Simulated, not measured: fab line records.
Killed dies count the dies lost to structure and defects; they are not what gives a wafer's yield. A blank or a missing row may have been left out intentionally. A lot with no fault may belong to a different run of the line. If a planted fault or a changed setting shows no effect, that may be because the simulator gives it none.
Which tool did it? / flow sky130 / 6 lots, 18 wafers sampled, at 1 step of a route of 708

== WHAT THE GAUGES SHOWED, per wafer ==
SKY_VIA3_THK_MEAS_01.
lot=L740; measured=day 38 16:37; on=film_metro-04; VIA3_HDPCVD_THK (nm)=1636 1649 1648
lot=L744; measured=day 40 08:26; on=film_metro-01; VIA3_HDPCVD_THK (nm)=1612 1634 1653
lot=L747; measured=day 41 03:11; on=film_metro-02; VIA3_HDPCVD_THK (nm)=1607 1624 1663
lot=L750; measured=day 41 20:52; on=film_metro-02; VIA3_HDPCVD_THK (nm)=1659 1628 1614
lot=L753; measured=day 42 20:16; on=film_metro-01; VIA3_HDPCVD_THK (nm)=1653 1651 1649
lot=L760; measured=day 45 13:45; on=film_metro-04; VIA3_HDPCVD_THK (nm)=1641 1661 1643

== WHAT TOOL EACH LOT RAN ON (gives the tool, then ch and the chambers of the sampled wafers, and finally the start) ==
Record: no process step prior to these readings.

== THE ANSWER, worked out from the rows above alone ==
Rule: usual is defined by the lots themselves. Put in order of their means at a reading, lots are off if they are a third of the lots or fewer, leave a main group of 4 or more, and stand apart from it by a gap of 3 or more times the standard deviation of the main group's means; of several such gaps the widest counts. A main group whose means are all the same, to the digits that the tables above print for the reading, isn't used. Also off: a lot with no number at a reading for which 4 or more lots have one. The other lots that the step has rows for count as sound.
No lot is off on any of the readings shown, so nothing can be concluded from this.

== WHAT HAD BEEN PUT IN BY THE SIMULATOR ==
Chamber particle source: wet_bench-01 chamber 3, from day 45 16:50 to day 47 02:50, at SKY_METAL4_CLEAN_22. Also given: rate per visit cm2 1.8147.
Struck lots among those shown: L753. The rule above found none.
